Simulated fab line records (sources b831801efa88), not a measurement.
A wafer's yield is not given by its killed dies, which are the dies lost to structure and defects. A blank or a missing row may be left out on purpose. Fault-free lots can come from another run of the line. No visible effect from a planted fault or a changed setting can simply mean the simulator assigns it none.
Which tool is to blame? / flow gf180mcu / Sampling: 13 lots, 39 wafers, 4 of 602 route steps

== WHAT THE GAUGES READ, wafer by wafer ==
GF_M4_OVL_MEAS_15.
lot=L641; measured=day 23 03:23; on=overlay-02; M4_OVL (nm)=-1 14 13
lot=L642; measured=day 23 18:20; on=overlay-02; M4_OVL (nm)=10 -5 -1
lot=L643; measured=day 23 23:01; on=overlay-01; M4_OVL (nm)=-4 6 5
lot=L645; measured=day 24 20:22; on=overlay-02; M4_OVL (nm)=7 4 -5
lot=L648; measured=day 25 23:38; on=overlay-02; M4_OVL (nm)=11 -6 8
lot=L649; measured=day 26 00:47; on=overlay-02; M4_OVL (nm)=5 -5 1
lot=L650; measured=day 26 14:05; on=overlay-02; M4_OVL (nm)=-1 6 0
lot=L652; measured=day 27 04:04; on=overlay-01; M4_OVL (nm)=6 0 18
lot=L653; measured=day 27 10:16; on=overlay-02; M4_OVL (nm)=-3 -8 -2
lot=L658; measured=day 28 21:41; on=overlay-01; M4_OVL (nm)=24 12 19
lot=L659; measured=day 29 05:50; on=overlay-01; M4_OVL (nm)=5 -3 -1
lot=L660; measured=day 29 12:07; on=overlay-01; M4_OVL (nm)=-4 8 10
lot=L662; measured=day 29 20:41; on=overlay-02; M4_OVL (nm)=12 1 9

GF_PASSIVATION_THK_MEAS_01.
lot=L641; measured=day 27 21:25; on=film-metro-04; PASSIVATION_CVD_00_THK (nm)=1043 1045 1052
lot=L642; measured=day 28 12:35; on=film-metro-04; PASSIVATION_CVD_00_THK (nm)=1022 1038 1052
lot=L643; measured=day 28 14:46; on=film-metro-01; PASSIVATION_CVD_00_THK (nm)=1022 1048 1051
lot=L645; measured=day 29 07:58; on=film-metro-01; PASSIVATION_CVD_00_THK (nm)=1055 1066 1066
lot=L648; measured=day 30 10:29; on=film-metro-01; PASSIVATION_CVD_00_THK (nm)=1009 1032 1059
lot=L649; measured=day 30 11:17; on=film-metro-01; PASSIVATION_CVD_00_THK (nm)=1042 1038 1051
lot=L650; measured=day 30 22:27; on=film-metro-01; PASSIVATION_CVD_00_THK (nm)=1003 1003 1016
lot=L652; measured=day 31 11:16; on=film-metro-01; PASSIVATION_CVD_00_THK (nm)=1040 1033 1063
lot=L653; measured=day 31 14:43; on=film-metro-01; PASSIVATION_CVD_00_THK (nm)=1026 1016 1022
lot=L658; measured=day 32 21:14; on=film-metro-04; PASSIVATION_CVD_00_THK (nm)=1028 1033 1040
lot=L659; measured=day 33 03:38; on=film-metro-01; PASSIVATION_CVD_00_THK (nm)=1032 1051 1046
lot=L660; measured=day 33 10:12; on=film-metro-01; PASSIVATION_CVD_00_THK (nm)=1033 1044 1038
lot=L662; measured=day 33 17:50; on=film-metro-01; PASSIVATION_CVD_00_THK (nm)=1027 1024 1044

== TOOL THAT RAN EACH LOT (tool first, then ch and the chambers of the sampled wafers, then the start) ==
lot=L641; GF_V2_SPUTTER_21=pvd-sputter-04, day 20 01:50; GF_V4_ETCH_16=rie-diel-02 ch 2,3, day 24 03:25
lot=L642; GF_V2_SPUTTER_21=pvd-sputter-04, day 20 16:22; GF_V4_ETCH_16=rie-diel-04 ch 1,2,3, day 24 18:22
lot=L643; GF_V2_SPUTTER_21=pvd-sputter-01, day 20 21:49; GF_V4_ETCH_16=rie-diel-02 ch 1,2,3, day 24 22:40
lot=L645; GF_V2_SPUTTER_21=pvd-sputter-02, day 21 20:22; GF_V4_ETCH_16=rie-diel-01 ch 0,2, day 25 18:25
lot=L648; GF_V2_SPUTTER_21=pvd-sputter-02, day 23 03:19; GF_V4_ETCH_16=rie-diel-02 ch 1,3, day 26 21:30
lot=L649; GF_V2_SPUTTER_21=pvd-sputter-02, day 23 05:27; GF_V4_ETCH_16=rie-diel-04 ch 1,2,3, day 26 22:59
lot=L650; GF_V2_SPUTTER_21=pvd-sputter-01, day 23 17:09; GF_V4_ETCH_16=rie-diel-02 ch 0,3, day 27 11:37
lot=L652; GF_V2_SPUTTER_21=pvd-sputter-01, day 24 08:55; GF_V4_ETCH_16=rie-diel-01 ch 1,3, day 28 01:50
lot=L653; GF_V2_SPUTTER_21=pvd-sputter-04, day 24 15:52; GF_V4_ETCH_16=rie-diel-01 ch 0,1, day 28 07:19
lot=L658; GF_V2_SPUTTER_21=pvd-sputter-02, day 26 06:37; GF_V4_ETCH_16=rie-diel-01 ch 1,2,3, day 29 17:31
lot=L659; GF_V2_SPUTTER_21=pvd-sputter-04, day 26 15:27; GF_V4_ETCH_16=rie-diel-02 ch 0,2,3, day 30 01:33
lot=L660; GF_V2_SPUTTER_21=pvd-sputter-02, day 26 20:10; GF_V4_ETCH_16=rie-diel-01 ch 0,2, day 30 08:51
lot=L662; GF_V2_SPUTTER_21=pvd-sputter-01, day 27 06:25; GF_V4_ETCH_16=rie-diel-01 ch 0,2,3, day 30 16:27
- GF_V2_SPUTTER_21: material Ti, target thk 15 nm, time 80.02 s.
- GF_V4_ETCH_16: etches BARC in N2/H2.

== AS READ BY THE TOOLS THEMSELVES (means over the sampled wafers that have a number; for cases with no such wafer, the mark the record gives instead) ==
GF_V2_SPUTTER_21.
lot=L641; tool=pvd-sputter-04; cathode-dc-power-W (W)=2500.1; substrate-temp-c (C)=199.96; throttle-valve-pct (%)=28.7
lot=L642; tool=pvd-sputter-04; cathode-dc-power-W (W)=2500.1; substrate-temp-c (C)=199.96; throttle-valve-pct (%)=29.4
lot=L643; tool=pvd-sputter-01; cathode-dc-power-W (W)=2500.2; substrate-temp-c (C)=199.92; throttle-valve-pct (%)=31.8
lot=L645; tool=pvd-sputter-02; cathode-dc-power-W (W)=2500.1; substrate-temp-c (C)=199.80; throttle-valve-pct (%)=31.4
lot=L648; tool=pvd-sputter-02; cathode-dc-power-W (W)=2500.5; substrate-temp-c (C)=199.93; throttle-valve-pct (%)=31.5
lot=L649; tool=pvd-sputter-02; cathode-dc-power-W (W)=2500.1; substrate-temp-c (C)=199.95; throttle-valve-pct (%)=30.2
lot=L650; tool=pvd-sputter-01; cathode-dc-power-W (W)=2500.2; substrate-temp-c (C)=199.93; throttle-valve-pct (%)=31.9
lot=L652; tool=pvd-sputter-01; cathode-dc-power-W (W)=2499.9; substrate-temp-c (C)=200.05; throttle-valve-pct (%)=31.2
lot=L653; tool=pvd-sputter-04; cathode-dc-power-W (W)=2499.7; substrate-temp-c (C)=199.85; throttle-valve-pct (%)=29.7
lot=L658; tool=pvd-sputter-02; cathode-dc-power-W (W)=2500.1; substrate-temp-c (C)=200.08; throttle-valve-pct (%)=31.5
lot=L659; tool=pvd-sputter-04; cathode-dc-power-W (W)=2500.2; substrate-temp-c (C)=200.07; throttle-valve-pct (%)=29.6
lot=L660; tool=pvd-sputter-02; cathode-dc-power-W (W)=2500.2; substrate-temp-c (C)=199.83; throttle-valve-pct (%)=30.3
lot=L662; tool=pvd-sputter-01; cathode-dc-power-W (W)=2500.1; substrate-temp-c (C)=199.94; throttle-valve-pct (%)=30.9

GF_V4_ETCH_16.
lot=L641; tool=rie-diel-02; drypump-motor-current-A (A)=5.8; oes-product-au (a.u.)=0.859; throttle-valve-pct (%)=13.226
lot=L642; tool=rie-diel-04; drypump-motor-current-A (A)=6.0; oes-product-au (a.u.)=0.856; throttle-valve-pct (%)=13.228
lot=L643; tool=rie-diel-02; drypump-motor-current-A (A)=5.8; oes-product-au (a.u.)=0.851; throttle-valve-pct (%)=13.226
lot=L645; tool=rie-diel-01; drypump-motor-current-A (A)=5.4; oes-product-au (a.u.)=0.856; throttle-valve-pct (%)=13.229
lot=L648; tool=rie-diel-02; drypump-motor-current-A (A)=6.2; oes-product-au (a.u.)=0.853; throttle-valve-pct (%)=13.226
lot=L649; tool=rie-diel-04; drypump-motor-current-A (A)=6.0; oes-product-au (a.u.)=0.858; throttle-valve-pct (%)=13.221
lot=L650; tool=rie-diel-02; drypump-motor-current-A (A)=6.4; oes-product-au (a.u.)=0.855; throttle-valve-pct (%)=13.231
lot=L652; tool=rie-diel-01; drypump-motor-current-A (A)=5.8; oes-product-au (a.u.)=0.854; throttle-valve-pct (%)=13.218
lot=L653; tool=rie-diel-01; drypump-motor-current-A (A)=6.0; oes-product-au (a.u.)=0.855; throttle-valve-pct (%)=13.228
lot=L658; tool=rie-diel-01; drypump-motor-current-A (A)=5.7; oes-product-au (a.u.)=0.855; throttle-valve-pct (%)=13.231
lot=L659; tool=rie-diel-02; drypump-motor-current-A (A)=5.9; oes-product-au (a.u.)=0.856; throttle-valve-pct (%)=13.221
lot=L660; tool=rie-diel-01; drypump-motor-current-A (A)=5.4; oes-product-au (a.u.)=0.854; throttle-valve-pct (%)=13.220
lot=L662; tool=rie-diel-01; drypump-motor-current-A (A)=5.5; oes-product-au (a.u.)=0.852; throttle-valve-pct (%)=13.223

== THE ANSWER, worked out from the rows above alone ==
Rule: what is usual is taken from the lots themselves. Put in order of their means at a reading, lots are off if they are a third of the lots or fewer, leave a main group of 4 or more, and stand apart from it by a gap of 3 or more times the standard deviation of the main group's means; of several such gaps the widest counts. A main group is skipped when, at the precision printed for the reading in the tables above, its means are all equal. A lot without any number at a reading at which 4 lots or more have one is off too. All remaining lots with rows at the step are treated as sound. The gauges are gone through in route order, then the tools' own readings, and for those a lot's mean is taken as printed above. The first step at which some lot is off is used, and at that step the reading that is off furthest; a lot without a number counts as furthest.
Nothing can be told from this: no lot is off at any reading shown.

== WHAT THE SIMULATOR HAD INSERTED ==
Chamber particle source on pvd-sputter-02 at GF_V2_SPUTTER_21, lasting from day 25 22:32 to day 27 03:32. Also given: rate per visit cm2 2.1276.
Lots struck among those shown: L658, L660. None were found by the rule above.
